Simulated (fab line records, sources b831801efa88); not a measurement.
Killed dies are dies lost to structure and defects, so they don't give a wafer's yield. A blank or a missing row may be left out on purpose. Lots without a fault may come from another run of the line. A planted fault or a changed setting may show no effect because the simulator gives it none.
fab line records | flow sky130
record lots=6 wafers=18 last_day=50
route steps=708 shown POLY_GATE@217 LDD_N@237 PAD_OPEN@708
lots that met no fault: from a run of the same line without faults
start_h: hours from the record's first day to the start of the lot's first wafer shown | wait_h: hours since the lot's step before | " the same as in the row above | L1.1+2: a row that stands for several wafers | - no value, or no start given | * or withheld: withheld | < > ~ a bound
route shown NAME@n: a module of which the file shows steps, and the number in the route of the first | usual: mean/standard deviation of fault-free wafers | same: alike in all rows | chamber/n: place in a boat | sites: the reading at each site | _std_site: their standard deviation | _edge_site: outer sites' mean less inner sites' | radius_mm: how far each site lies from the wafer's centre | mask NAME#n: copy n | behind: the tool/chamber that last shaped the wafer | hold: why the lot was held/for how many hours/how that ended | device: the transistor (n, p or np) that didn't switch | end of line: the same wafers' tests at the end of the route | a step without rows: its recipe alone | killed: dies lost to structure and defects at the first sort, not the wafer's yield | map: a wafer's dies, x killed, . not, _ none there
set.NAME: the setting as run; set.NAME@STEP: as run at that earlier step | model.NAME: the simulator's own value behind a step, which no gauge read
lots at some steps of the route; a table a step, a row a wafer
services: from which hour (start_h, from the record's first day; less than 0 if before it) a tool's chamber was out of use, for how many hours, and why
## steps
# step SKY_POLY_GATE_CVD_03
# recipe material=Si3N4 precursor=DCS/NH3 target_thk_nm=75 temp_c=770 time_s=1290 pressure_mtorr=250
# step SKY_POLY_GATE_THK_MEAS_04
# recipe reads=Si3N4_of_POLY_GATE_CVD_03
# usual POLY_GATE_CVD_03_THK=74.8/0.69
# columns lot.wafer tool chamber start_h wait_h POLY_GATE_CVD_03_THK[nm]
L476.2 film_metro-03 - 366.29 0.0 74.7
L476.3 " - " " 74.6
L476.6 " - " " 75.1
L480.2 film_metro-04 - 396.20 0.0 74.6
L480.4 " - " " 74.8
L480.6 " - " " 74.6
L485.2 film_metro-03 - 436.51 0.0 74.9
L485.3 " - " " 75.3
L485.4 " - " " 75.3
L488.2 film_metro-03 - 467.76 0.0 74.7
L488.3 " - " " 74.8
L488.4 " - " " 74.1
L493.3 film_metro-04 - 519.19 0.0 74.6
L493.4 " - " " 74.7
L493.5 " - " " 74.3
L495.1 film_metro-01 - 540.95 0.0 75.3
L495.3 " - " " 75.1
L495.4 " - " " 75.2
# step SKY_POLY_GATE_DEHYDRATE_05
# recipe temp_c=200 time_s=60
# step SKY_POLY_GATE_HMDS_06
# recipe prime_time_s=60 prime_temp_c=120
# step SKY_POLY_GATE_COAT_07
# recipe resist=BARC temp_c=withheld time_s=withheld spin_rpm=3000 resist_thk_nm=110
# step SKY_POLY_GATE_COAT_08
# recipe resist=KrF-thick spin_rpm=3000 resist_thk_nm=450
# step SKY_POLY_GATE_SOFTBAKE_09
# recipe temp_c=100 time_s=90 resist=KrF-thick
# step SKY_POLY_GATE_EXPOSE_10
# recipe mask_id=P1M na=0.68 source_shape=conventional sigma_outer=0.6 target_cd_nm=150 dose_mj=28
# step SKY_POLY_GATE_PEB_11
# recipe peb_temp_c=withheld peb_time_s=withheld resist=KrF-thick
# step SKY_POLY_GATE_DEVELOP_12
# recipe develop_time_s=60 resist=KrF-thick dev_temp_c=21
# step SKY_POLY_GATE_CD_MEAS_13
# recipe target_cd_nm=150
# usual cd_nm=150.0/1.3
# columns lot.wafer tool chamber start_h wait_h cd_nm
L476.2 cd_sem-01 - 395.26 - 149.8
L476.3 " - " " 147.7
L476.6 " - " " 150.5
L480.2 cd_sem-02 - 426.86 - 149.3
L480.4 " - " " 149.8
L480.6 " - " " 150.3
L485.2 cd_sem-01 - 467.15 - 149.2
L485.3 " - " " 149.9
L485.4 " - " " 150.1
L488.2 cd_sem-02 - 498.00 - 150.3
L488.3 " - " " 150.5
L488.4 " - " " 149.8
L493.3 cd_sem-01 - 548.67 - 149.1
L493.4 " - " " 148.8
L493.5 " - " " 149.6
L495.1 cd_sem-02 - 570.58 - 149.2
L495.3 " - " " 147.8
L495.4 " - " " 148.7
# step SKY_POLY_GATE_OVL_MEAS_14
# usual POLY_GATE_OVL=3/5
# columns lot.wafer tool chamber start_h wait_h POLY_GATE_OVL[nm]
L476.2 overlay-01 - 395.36 0.1 0
L476.3 " - " " 7
L476.6 " - " " 4
L480.2 overlay-02 - 426.96 0.1 6
L480.4 " - " " 6
L480.6 " - " " 5
L485.2 overlay-01 - 467.26 0.1 8
L485.3 " - " " 3
L485.4 " - " " 4
L488.2 overlay-02 - 498.11 0.1 1
L488.3 " - " " 3
L488.4 " - " " -1
L493.3 overlay-01 - 548.76 0.1 8
L493.4 " - " " 10
L493.5 " - " " 14
L495.1 overlay-01 - 570.70 0.1 -1
L495.3 " - " " 0
L495.4 " - " " -2
# step SKY_POLY_GATE_ETCH_15
# recipe chemistry=N2/H2 target=BARC ion_energy_ev=200 source_w=500 bias_w=100 pressure_mtorr=30 n2_flow_sccm=100 h2_flow_sccm=200 stop_on=SiO2 time_s=118.5 target_depth_a=1100
# usual drypump_motor_current_A=5.7/0.33 h2_flow_sccm=200.0/0.53 oes_product_au=0.717/0.0047 throttle_valve_pct=13.212/0.0096
# columns lot.wafer tool chamber start_h wait_h drypump_motor_current_A h2_flow_sccm oes_product_au rf_hours_counter_h throttle_valve_pct model.KrF-thick_of_POLY_GATE_COAT_08.thk_nm model.POLY_GATE.cd_nm
L476.2 rie_diel-02 1 395.39 0.0 5.7 200.3 0.718 7 13.196 346.2 148.7
L476.3 " 3 " " 5.3 200.2 0.720 40 13.210 347.2 146.6
L476.6 " 3 " " 5.3 199.8 0.717 - 13.207 347.8 148.6
L480.2 rie_diel-02 2 426.99 0.0 6.0 200.1 0.721 5 13.190 344.5 147.9
L480.4 " 2 " " 6.0 199.5 0.712 - 13.231 345.2 147.9
L480.6 " 3 " " 5.3 200.4 0.715 - 13.209 344.3 148.6
L485.2 rie_diel-02 0 467.29 0.0 5.5 199.9 0.717 19 13.216 346.1 150
L485.3 " 1 " " 5.7 199.4 0.722 9 13.220 382.5 159.3
L485.4 " 3 " " 5.3 200.1 0.720 42 13.200 382.5 160.4
L488.2 rie_diel-02 3 498.14 0.0 5.3 200.4 0.718 42 13.202 343 150.3
L488.3 " 0 " " 5.5 200.3 0.709 20 13.220 378.4 160.4
L488.4 " 1 " " 5.7 199.8 0.718 9 13.201 380.1 159.2
L493.3 rie_diel-03 1 548.79 0.0 5.9 200.4 0.720 15 13.218 344.7 149.8
L493.4 " 0 " " 5.6 200.0 0.713 - 13.216 344.1 150.7
L493.5 " 1 " " 5.9 200.0 0.720 - 13.211 342.2 149.3
L495.1 rie_diel-02 2 570.74 0.0 6.0 201.0 0.713 8 13.202 345.6 148.4
L495.3 " 0 " " 5.5 199.7 0.719 21 13.214 345.9 148.4
L495.4 " 1 " " 5.7 200.1 0.720 11 13.206 345.7 148.6
# step SKY_POLY_GATE_ETCH_16
# recipe stop_on=poly-Si chemistry=CH3F/O2 target=Si3N4 source_w=400 bias_w=80 pressure_mtorr=25 ch3f_flow_sccm=40 O2_flow_sccm=30 time_s=147.5 target_depth_a=750
# usual O2_flow_sccm=29.99/0.095 drypump_motor_current_A=5.6/0.33 oes_product_au=0.640/0.0052 throttle_valve_pct=10.536/0.0091
# columns lot.wafer tool chamber start_h wait_h O2_flow_sccm drypump_motor_current_A oes_product_au rf_hours_counter_h throttle_valve_pct
L476.2 rie_diel-02 1 395.47 0.0 29.98 5.7 0.637 7 10.551
L476.3 " 3 " " 29.97 5.3 0.639 40 10.529
L476.6 " 3 " " 29.85 5.2 0.646 - 10.533
L480.2 rie_diel-02 2 427.07 0.0 29.89 5.9 0.643 6 10.532
L480.4 " 2 " " 30.02 5.9 0.641 - 10.526
L480.6 " 3 " " 30.08 5.2 0.635 - 10.538
L485.2 rie_diel-02 0 467.37 0.0 29.97 5.5 0.643 20 10.521
L485.3 " 1 " " 29.93 5.7 0.644 9 10.556
L485.4 " 3 " " 30.02 5.2 0.637 42 10.542
L488.2 rie_diel-02 3 498.22 0.0 29.90 5.3 0.637 42 10.542
L488.3 " 0 " " 29.90 5.5 0.637 20 10.524
L488.4 " 1 " " 29.92 5.7 0.636 9 10.530
L493.3 rie_diel-03 1 548.87 0.0 30.06 5.9 0.640 16 10.524
L493.4 " 0 " " 30.11 5.6 0.641 - 10.528
L493.5 " 1 " " 30.03 5.9 0.642 - 10.546
L495.1 rie_diel-02 2 570.82 0.0 30.15 5.9 0.652 8 10.543
L495.3 " 0 " " 30.01 5.5 0.643 21 10.550
L495.4 " 1 " " 30.03 5.7 0.638 11 10.545
# step SKY_POLY_GATE_ETCH_17
# recipe target_depth_nm=180 stop_on=SiO2 over_etch_frac=0.56667 chemistry=HBr/Cl2 target=poly-Si icp_w=400 bias_w=100 pressure_mtorr=10 HBr_flow_sccm=150 Cl2_flow_sccm=50 time_s=70.5
# usual drypump_motor_current_A=6.0/0.34 oes_product_au=0.985/0.0056 throttle_valve_pct=33.684/0.0099
# columns lot.wafer tool chamber start_h wait_h drypump_motor_current_A oes_product_au rf_hours_counter_h throttle_valve_pct model.KrF-thick_of_POLY_GATE_COAT_08.thk_nm model.POLY_GATE.cd_nm
L476.2 rie_si-02 3 395.57 0.0 6.0 0.985 69 33.682 144.7 148.7
L476.3 " 0 " " 6.2 0.994 16 33.675 144.1 144.6
L476.6 " 1 " " 5.5 0.988 - 33.691 145.2 147.7
L480.2 rie_si-02 1 427.17 0.0 5.5 0.987 6 33.673 140.9 148.2
L480.4 " 2 " " 5.9 0.972 0 33.684 142.1 147.2
L480.6 " 3 " " 6.0 0.983 - 33.689 141 147.1
L485.2 rie_si-01 3 467.47 0.0 6.5 0.989 2 33.688 141.1 151
L485.3 " 2 " " 5.6 0.976 24 33.676 179 160.4
L485.4 " 0 " " 6.0 0.988 0 33.686 177.9 160.4
L488.2 rie_si-02 3 498.32 0.0 6.0 0.986 0 33.695 136.8 149.3
L488.3 " 2 " " 5.9 0.997 1 33.687 172.5 160.1
L488.4 " 3 " " 6.0 0.976 - 33.683 173.3 158.7
L493.3 rie_si-01 0 548.97 0.0 6.0 0.980 1 33.676 142.5 148.7
L493.4 " 2 " " 5.6 0.984 24 33.686 141.8 150.9
L493.5 " 1 " " 6.4 0.976 - 33.695 139.9 148.9
L495.1 rie_si-01 2 570.92 0.0 5.6 0.979 24 33.686 142.7 148.1
L495.3 " 1 " " 6.3 0.986 0 33.662 142.6 149.3
L495.4 " 3 " " 6.6 0.991 2 33.680 141.7 148.9
# step SKY_POLY_GATE_STRIP_18
# recipe chemistry=O2/N2 power_w=1400 pressure_mtorr=1500 platen_temp_c=withheld o2_flow_sccm=3000 n2_flow_sccm=300 overash_fraction=0.5
# usual drypump_motor_current_A=5.7/0.39 oes_product_au=0.361/0.0041 strip_time_to_endpoint_s=3.16/0.03
# same overash_fraction=0.5
# columns lot.wafer tool chamber start_h wait_h drypump_motor_current_A oes_product_au rf_hours_counter_h strip_time_to_endpoint_s
L476.2 plasma_asher-04 1 395.63 0.0 5.8 0.360 71 3.20
L476.3 " 0 " " 5.7 0.359 - 3.21
L476.6 " 1 " " 5.7 0.370 - 3.23
L480.2 plasma_asher-02 0 427.23 0.0 5.3 0.361 30 3.19
L480.4 " 0 " " 5.3 0.365 - 3.20
L480.6 " 0 " " 5.3 0.361 - 3.16
L485.2 plasma_asher-04 0 467.53 0.0 5.7 0.363 3 3.18
L485.3 " 1 " " 5.7 0.379 - 3.59
L485.4 " 0 " " 5.7 0.376 - 3.57
L488.2 plasma_asher-02 1 498.38 0.0 6.1 0.360 37 3.13
L488.3 " 0 " " 5.3 0.384 - 3.53
L488.4 " 1 " " 6.1 0.377 - 3.52
L493.3 plasma_asher-02 1 549.06 0.1 6.1 0.363 - 3.19
L493.4 " 0 " " 5.2 0.360 - 3.19
L493.5 " 0 " " 5.3 0.354 - 3.17
L495.1 plasma_asher-03 1 570.98 0.0 5.2 0.362 77 3.20
L495.3 " 1 " " 5.2 0.369 - 3.20
L495.4 " 0 " " 6.2 0.364 - 3.19
# step SKY_POLY_GATE_CLEAN_19
# recipe chemistry=SC1/SC2 mix=1:4:20 temp_c=70 time_s=150 dry=n2_spin
# step SKY_POLY_GATE_OXIDATION_20
# recipe temp_c=850 ambient=O2 stabilise_s=600 purge_s=300 target_thk_a=40 ox_time_s=899
# step SKY_POLY_GATE_THK_MEAS_21
# recipe reads=SiO2_of_POLY_GATE_OXIDATION_20
# usual POLY_GATE_OXIDATION_THK=4.02/0.087
# columns lot.wafer tool chamber start_h wait_h POLY_GATE_OXIDATION_THK[nm]
L476.2 film_metro-03 - 398.29 0.0 3.99
L476.3 " - " " 3.92
L476.6 " - " " 3.94
L480.2 film_metro-03 - 428.73 0.0 3.92
L480.4 " - " " 3.92
L480.6 " - " " 3.94
L485.2 film_metro-04 - 469.91 0.0 4.09
L485.3 " - " " 3.99
L485.4 " - " " 4.03
L488.2 film_metro-01 - 499.79 0.0 3.91
L488.3 " - " " 4.02
L488.4 " - " " 3.88
L493.3 film_metro-04 - 550.44 0.0 3.94
L493.4 " - " " 4.00
L493.5 " - " " 4.00
L495.1 film_metro-01 - 572.37 0.0 4.00
L495.3 " - " " 4.03
L495.4 " - " " 4.08
# step SKY_POLY_GATE_CD_MEAS_22
# usual cd_nm=150.0/1.8
# columns lot.wafer tool chamber start_h wait_h cd_nm
L476.2 cd_sem-01 - 398.37 0.1 148.7
L476.3 " - " " 144.2
L476.6 " - " " 147.7
L480.2 cd_sem-01 - 428.96 0.2 148.1
L480.4 " - " " 146.9
L480.6 " - " " 147.2
L485.2 cd_sem-02 - 469.99 0.1 151.2
L485.3 " - " " 160.6
L485.4 " - " " 160.4
L488.2 cd_sem-02 - 499.87 0.1 149.3
L488.3 " - " " 160.3
L488.4 " - " " 159.1
L493.3 cd_sem-02 - 550.54 0.1 148.8
L493.4 " - " " 150.9
L493.5 " - " " 148.5
L495.1 cd_sem-01 - 572.43 0.1 148.0
L495.3 " - " " 149.2
L495.4 " - " " 149.2
# step SKY_LDD_N_DEHYDRATE_00
# recipe temp_c=200 time_s=60
# step SKY_PAD_OPEN_PROBE_99
# usual killed_at_M0_to_M3=44/7.2 killed_at_M4_up=3.1/1.7 killed_at_contacts=25/5.1 killed_at_front_end=14/4.6 killed_at_other=0.3/0.59 killed_dies=86/9.6 killed_open=47/7.4 killed_short=39/6
# same gross_dies=492 killed_at_back_side=0
# columns lot.wafer tool chamber start_h wait_h killed_at_M0_to_M3 killed_at_M4_up killed_at_contacts killed_at_front_end killed_at_other killed_dies killed_open killed_short model.etest.pfet_01v8.r_on_ohm_um model.etest.res_poly.line_ohm_um model.etest.nfet_01v8.r_on_ohm_um model.etest.sonos_uncharged.r_on_ohm_um model.etest.pfet_01v8.drive_ua_um model.etest.res_poly.width_nm model.etest.res_xhigh_po.width_nm model.etest.res_high_po.width_nm
L476.2 prober-01 - 1087.26 0.1 46 3 27 17 0 93 45 48 2919 521.1 813.9 799.8 191 92.97 350.4 349.1
L476.3 prober-01 - 1087.31 0.2 36 5 24 20 1 86 50 36 2830 543.6 834.4 784.8 198.4 88.56 344.2 344.3
L476.6 prober-01 - 1087.46 0.2 38 3 19 11 1 72 45 27 2872 515.8 806.2 795.5 194.5 91.32 347.8 348.2
L480.2 prober-01 - 1112.65 0.1 54 3 24 13 0 94 45 49 2857 515 847.7 785.7 197.2 92.79 348.2 347.3
L480.4 prober-01 - 1112.75 0.2 25 4 23 18 0 70 35 35 2801 528.1 812.7 800.3 199.3 91.23 347.9 347.4
L480.6 prober-01 - 1112.85 0.2 44 1 24 12 0 81 45 36 2842 518.6 841.9 804 195.9 90.84 350.8 348.4
L485.2 prober-02 - 1140.18 0.1 66 3 16 15 0 100 56 44 2872 512.9 829.7 795.3 194 94.92 349 350.6
L485.3 prober-02 - 1140.23 0.2 43 3 33 14 0 93 46 47 2990 453.9 849.6 827.7 182 104.4 362.9 360.1
L485.4 prober-02 - 1140.28 0.2 57 3 21 15 0 96 62 34 2989 462.3 852.8 841.4 184.4 104.6 360.9 359.8
L488.2 prober-01 - 1157.53 0.1 29 5 31 12 0 77 46 31 2907 521.8 831.5 799.4 189.8 93.71 349.3 349.7
L488.3 prober-01 - 1157.58 0.2 53 2 20 11 0 86 49 37 3107 474.7 869.6 833.3 177.8 104.5 359.2 359.1
L488.4 prober-01 - 1157.63 0.2 46 3 26 12 0 87 54 33 3110 471.7 877.4 835 177.3 102.7 358.2 358.7
L493.3 prober-02 - 1183.10 0.2 41 6 34 18 0 99 56 43 2939 518.9 886.7 805.8 191.8 92.6 348.4 348
L493.4 prober-02 - 1183.15 0.2 42 5 26 15 0 88 52 36 2952 504.1 868 831.4 188.3 94.92 353 350.8
L493.5 prober-02 - 1183.20 0.2 51 6 22 15 0 94 49 45 2905 516.2 862.4 798.5 192.9 93.22 346.7 347.8
L495.1 prober-01 - 1195.96 0.1 36 5 25 8 0 74 47 27 2858 508.8 835.4 817.1 194.4 91.94 348.4 347.1
L495.3 prober-01 - 1196.06 0.2 46 4 28 8 0 86 43 43 2894 521.8 840 822.8 192.1 93.36 349.2 348.3
L495.4 prober-01 - 1196.11 0.2 32 4 28 9 0 73 35 38 2932 512.1 844.5 816.4 191.8 92.44 346.8 348.3
# killed by level:class
L476.2 VIA1:geometric_particle:open=11 FIELD_ISO:geometric_particle:open=7 METAL1:geometric_particle:short=7 VIA3:geometric_particle:open=6 LOCAL_INTERCONNECT:geometric_particle:short=6 CONTACT:geometric_particle:open=6 CONTACT:geometric_particle:short=5 LI_CONTACT:geometric_particle:open=5
L476.3 VIA1:geometric_particle:open=12 POLY_GATE:geometric_particle:open=7 LI_CONTACT:geometric_particle:open=6 LOCAL_INTERCONNECT:geometric_particle:short=6 VIA3:geometric_particle:open=6 METAL1:geometric_particle:short=5 CONTACT:geometric_particle:short=5 CONTACT:geometric_particle:open=5
L476.6 VIA2:geometric_particle:open=9 CONTACT:geometric_particle:open=8 VIA1:geometric_particle:open=7 VIA2:geometric_particle:short=5 POLY_GATE:geometric_particle:open=4 LI_CONTACT:geometric_particle:open=4 VIA1:geometric_particle:short=4 FIELD_ISO:geometric_particle:short=3
L480.2 METAL1:geometric_particle:short=12 VIA3:geometric_particle:open=8 VIA1:geometric_particle:open=8 CONTACT:geometric_particle:open=7 VIA2:geometric_particle:open=6 LI_CONTACT:geometric_particle:short=5 LI_CONTACT:geometric_particle:open=5 CONTACT:geometric_particle:short=5
L480.4 CONTACT:geometric_particle:open=10 FIELD_ISO:geometric_particle:open=6 LI_CONTACT:geometric_particle:short=6 VIA1:geometric_particle:open=6 CONTACT:geometric_particle:short=5 METAL4:geometric_particle:short=4 POLY_GATE:geometric_particle:open=3 POLY_GATE:geometric_particle:short=3
L480.6 METAL2:geometric_particle:short=9 CONTACT:geometric_particle:open=9 METAL1:geometric_particle:short=9 LI_CONTACT:geometric_particle:open=8 VIA1:geometric_particle:open=6 POLY_GATE:geometric_particle:open=4 VIA2:geometric_particle:open=4 LOCAL_INTERCONNECT:geometric_particle:short=4
L485.2 VIA1:geometric_particle:open=12 VIA2:geometric_particle:open=11 VIA3:geometric_particle:open=10 METAL2:geometric_particle:short=10 METAL1:geometric_particle:short=7 POLY_GATE:geometric_particle:open=6 VIA1:geometric_particle:short=6 CONTACT:geometric_particle:open=5
L485.3 CONTACT:geometric_particle:open=11 LI_CONTACT:geometric_particle:open=10 METAL2:geometric_particle:short=8 METAL1:geometric_particle:short=7 VIA1:geometric_particle:open=7 CONTACT:geometric_particle:short=7 VIA1:geometric_particle:short=6 VIA2:geometric_particle:open=6
L485.4 VIA1:geometric_particle:open=20 CONTACT:geometric_particle:open=10 METAL2:geometric_particle:short=9 VIA3:geometric_particle:open=7 VIA2:geometric_particle:open=6 FIELD_ISO:geometric_particle:open=4 METAL1:geometric_particle:short=4 METAL3:geometric_particle:short=4
L488.2 LI_CONTACT:geometric_particle:open=14 VIA2:geometric_particle:open=8 CONTACT:geometric_particle:open=7 VIA1:geometric_particle:open=6 FIELD_ISO:geometric_particle:open=5 METAL4:geometric_particle:short=4 CONTACT:geometric_particle:short=4 FIELD_ISO:geometric_particle:short=3
L488.3 METAL1:geometric_particle:short=11 VIA2:geometric_particle:open=9 VIA3:geometric_particle:open=8 VIA1:geometric_particle:open=7 CONTACT:geometric_particle:open=6 VIA2:geometric_particle:short=6 FIELD_ISO:geometric_particle:short=5 LI_CONTACT:geometric_particle:open=4
L488.4 VIA1:geometric_particle:open=14 LI_CONTACT:geometric_particle:open=10 VIA2:geometric_particle:open=8 METAL2:geometric_particle:short=8 CONTACT:geometric_particle:open=7 LOCAL_INTERCONNECT:geometric_particle:short=5 FIELD_ISO:geometric_particle:short=4 VIA2:geometric_particle:short=4
L493.3 CONTACT:geometric_particle:open=13 VIA1:geometric_particle:open=9 FIELD_ISO:geometric_particle:open=7 LI_CONTACT:geometric_particle:open=7 LOCAL_INTERCONNECT:geometric_particle:short=7 VIA3:geometric_particle:short=6 FIELD_ISO:geometric_particle:short=5 CONTACT:geometric_particle:short=5
L493.4 LI_CONTACT:geometric_particle:open=9 VIA1:geometric_particle:open=7 VIA2:geometric_particle:open=7 FIELD_ISO:geometric_particle:open=6 CONTACT:geometric_particle:short=5 METAL1:geometric_particle:open=5 METAL4:geometric_particle:short=5 METAL1:geometric_particle:short=4
L493.5 CONTACT:geometric_particle:open=13 VIA1:geometric_particle:open=12 VIA3:geometric_particle:open=7 FIELD_ISO:geometric_particle:short=6 METAL2:geometric_particle:short=6 VIA3:geometric_particle:short=6 CONTACT:geometric_particle:short=5 METAL1:geometric_particle:short=5
L495.1 LI_CONTACT:geometric_particle:open=13 VIA2:geometric_particle:open=7 VIA1:geometric_particle:open=7 VIA3:geometric_particle:open=6 CONTACT:geometric_particle:open=5 METAL1:geometric_particle:short=4 VIA1:geometric_particle:short=4 POLY_GATE:geometric_particle:short=3
L495.3 VIA2:geometric_particle:open=10 LI_CONTACT:geometric_particle:open=10 VIA1:geometric_particle:open=10 CONTACT:geometric_particle:open=8 VIA1:geometric_particle:short=6 METAL2:geometric_particle:short=6 LI_CONTACT:geometric_particle:short=5 VIA3:geometric_particle:short=5
L495.4 LI_CONTACT:geometric_particle:open=11 VIA1:geometric_particle:open=8 LOCAL_INTERCONNECT:geometric_particle:short=7 METAL1:geometric_particle:short=6 CONTACT:geometric_particle:short=5 VIA2:geometric_particle:open=5 VIA3:geometric_particle:open=4 METAL4:geometric_particle:short=4
## services
# columns tool chamber start_h hours kind
rie_si-02 2 393.74 - clean
rie_si-02 2 393.74 20.4 scheduled_down
rie_si-02 2 393.74 20.4 vent_cycle
rie_si-02 3 397.24 7.8 repair
plasma_asher-02 - 405.88 2.8 pm
rie_si-01 0 410.15 - clean
rie_si-01 0 410.15 26.4 scheduled_down
rie_si-01 0 410.15 26.4 vent_cycle
plasma_asher-04 - 421.25 9.0 pm
rie_diel-02 0 423.72 12.7 repair
plasma_asher-03 - 438.32 1.3 repair
rie_diel-03 3 448.47 13.7 repair
rie_diel-02 2 469.74 5.8 repair
rie_diel-03 - 470.22 4.3 pm
rie_diel-02 - 478.34 1.3 repair
rie_diel-03 3 494.45 36.5 repair
rie_si-02 1 496.47 5.8 repair
rie_diel-02 - 507.25 0.8 repair
rie_diel-02 0 507.83 29.6 repair
rie_si-01 3 516.76 9.3 repair
plasma_asher-04 - 540.27 14.6 pm
plasma_asher-04 - 563.47 2.8 pm
plasma_asher-03 - 568.30 0.4 repair
rie_diel-02 - 568.81 0.3 repair
## key
first_sign step=SKY_POLY_GATE_STRIP_18 reading=strip_time_to_endpoint_s direction=up sigmas=13 usual=* struck=*
effect step=SKY_POLY_GATE_STRIP_18 reading=oes_product_au direction=up sigmas=4.4 usual=0.361 struck=0.379
effect step=SKY_POLY_GATE_CD_MEAS_22 reading=cd_nm direction=up sigmas=5.5 usual=150.0 struck=160.1
model_effect step=SKY_POLY_GATE_ETCH_15 value=KrF-thick_of_POLY_GATE_COAT_08.thk_nm without=344.1 struck=380.9
model_effect step=SKY_POLY_GATE_ETCH_17 value=KrF-thick_of_POLY_GATE_COAT_08.thk_nm without=138.9 struck=175.7
model_effect step=SKY_PAD_OPEN_PROBE_99 value=etest.pfet_01v8.r_on_ohm_um without=2918 struck=3049
met_at SKY_POLY_GATE_ETCH_15
struck_wafers L485.3,L485.4,L488.3,L488.4
tester_left_out L485,L488
onset_between 426.99 467.29
fault kind=process_parameter_drift tool=rie_diel-02 chamber=- onset_h=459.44 steps=SKY_POLY_GATE_ETCH_15 channel=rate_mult offset=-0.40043 shape=step end_h=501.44 scope=struck_wafers_only
# tester_left_out: of these lots the tester's yield and bins aren't shown, on N5 and GAA mostly nor the transistor test; their killed dies are dies lost to structure and defects alone, not to doping, threshold or leakage, so they don't give the yield
